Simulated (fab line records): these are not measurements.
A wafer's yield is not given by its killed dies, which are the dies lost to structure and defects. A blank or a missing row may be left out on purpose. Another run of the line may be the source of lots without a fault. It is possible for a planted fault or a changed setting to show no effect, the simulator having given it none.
8D (eight disciplines) problem report, filled in by code -- flow gf180mcu -- the parts of the form that need people (team, actions taken, sign-off) are left out

1. THE PROBLEM
Mean DUAL_GATE_OXIDATION_00_THK at GF_DUAL_GATE_THK_MEAS_03: 23.81 nm over 9 wafers in 3 lots; fault-free wafers: 10.98 nm, standard deviation 0.22. That puts it +58 standard deviations away from the usual mean.
Seen first at day 13 01:35 on film_metro-02, wafer L587.1. At this step, 33 wafers from 11 lots have a number in the record. The rule behind "out" and "out of limits": a value lying over 4 standard deviations away from the usual mean. The rest of the wafers with a number are treated as sound.

2. WHAT IT IS, WHAT IT ISN'T
question,is,is not
which readings at this step,DUAL_GATE_OXIDATION_00_THK,-
which lots,"L587, L588, L589","L568, L569, L573, L574, L576, L577, L578, L586"
which wafers of those lots,all that have a number,-
read on which gauges,"film_metro-02, film_metro-03",film_metro-01
when,from day 13 01:35,up to then (24 sound wafers)

3. WHAT RULES OUT EACH SUSPECT
Counting: a tool stays on the suspect list if, at a process step up to the reading, it processed all lots that are out and no sound lot following the first of them.
- the gauge at GF_DUAL_GATE_THK_MEAS_03 has been ruled out. 2 gauges (film_metro-02, film_metro-03) read the wafers that are out.
- furnace-01 at GF_DUAL_GATE_OXIDATION_02 (stabilise 600 s, purge 300 s, target thk 10.887 nm): kept. It ran every lot that is out, first L587 (day 13 00:08), and no sound lot after that; its last sound lot up to then is L573 (day 8 23:30). Out on those wafers are its own readings of spike_tc_bottom_C, spike_tc_centre_C, spike_tc_lower_C, spike_tc_top_C, spike_tc_upper_C, tube_center_temp_C, tube_center_temp_C_max, zone_power_bottom_pct, zone_power_centre_pct, zone_power_lower_pct, zone_power_top_pct, zone_power_upper_pct.
The count leaves furnace-01 at GF_DUAL_GATE_OXIDATION_02.

4. THE CAUSE (what the simulator had put in)
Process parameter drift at GF_DUAL_GATE_OXIDATION_02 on furnace-01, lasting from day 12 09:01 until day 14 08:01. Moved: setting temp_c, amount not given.
After counting, this tool was the only one left.

5. THE EFFECT CHAIN, in route order
Each row: a reading whose mean over the struck wafers that have a number lies more than 3 standard deviations from the usual. Only readings for which the record gives a usual standard deviation are gone through. hours: the time from each lot's start at the first step in this table that gives one to its start at this step, as a median over the lots. sigmas: the change in usual standard deviations.
hours,step,reading,usual,on struck wafers,change,sigmas
0,GF_DUAL_GATE_OXIDATION_02,spike_tc_bottom_C,915 C,987,+72,+18
0,GF_DUAL_GATE_OXIDATION_02,spike_tc_centre_C,901.0 C,977.1,+76.1,+59
0,GF_DUAL_GATE_OXIDATION_02,spike_tc_lower_C,900.9 C,976.4,+75.5,+75
0,GF_DUAL_GATE_OXIDATION_02,spike_tc_top_C,907.5 C,983.4,+75.9,+51
0,GF_DUAL_GATE_OXIDATION_02,spike_tc_upper_C,900.4 C,977.3,+76.9,+70
0,GF_DUAL_GATE_OXIDATION_02,tube_center_temp_C,900 C,976,+76,+99 or more
0,GF_DUAL_GATE_OXIDATION_02,tube_center_temp_C_max,902.4,978.2,+75.8,+99 or more
0,GF_DUAL_GATE_OXIDATION_02,zone_power_bottom_pct,27.3 %,34.4,+7.1,+5.5
0,GF_DUAL_GATE_OXIDATION_02,zone_power_centre_pct,17.5 %,20.5,+3.0,+6.4
0,GF_DUAL_GATE_OXIDATION_02,zone_power_lower_pct,17.3 %,22.0,+4.7,+4.9
0,GF_DUAL_GATE_OXIDATION_02,zone_power_top_pct,30.1 %,35.0,+4.9,+12
0,GF_DUAL_GATE_OXIDATION_02,zone_power_upper_pct,18.2 %,22.3,+4.1,+12
1,GF_DUAL_GATE_THK_MEAS_03,DUAL_GATE_OXIDATION_00_THK,10.98 nm,23.81,+12.83,+58
It contains these process steps:
- GF_DUAL_GATE_OXIDATION_02: stabilise 600 s, purge 300 s, target thk 10.887 nm.
Later measuring or inspecting steps at which every struck wafer that the step has a row for has a number for every such reading, and none has moved that far: GF_POLY_GATE_CD_MEAS_10.

6. WHAT WOULD HAVE CAUGHT IT SOONER
17 hours passed between the start of the fault at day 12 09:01 and the first reading out of limits at a measuring or inspecting step in this record, taken at day 13 01:35.
Tool's own readings at GF_DUAL_GATE_OXIDATION_02, spike_tc_bottom_C, spike_tc_centre_C, spike_tc_lower_C, spike_tc_top_C, spike_tc_upper_C, tube_center_temp_C, tube_center_temp_C_max, zone_power_bottom_pct, zone_power_centre_pct, zone_power_lower_pct, zone_power_top_pct, zone_power_upper_pct: out on all struck wafers the step has rows for; an alarm limit on them would have tripped on the first.
Among the 3 lots that are out, L588, L589 began GF_DUAL_GATE_OXIDATION_02 on furnace-01 after day 13 01:35. A hold on the tool at that time would have spared those 2.
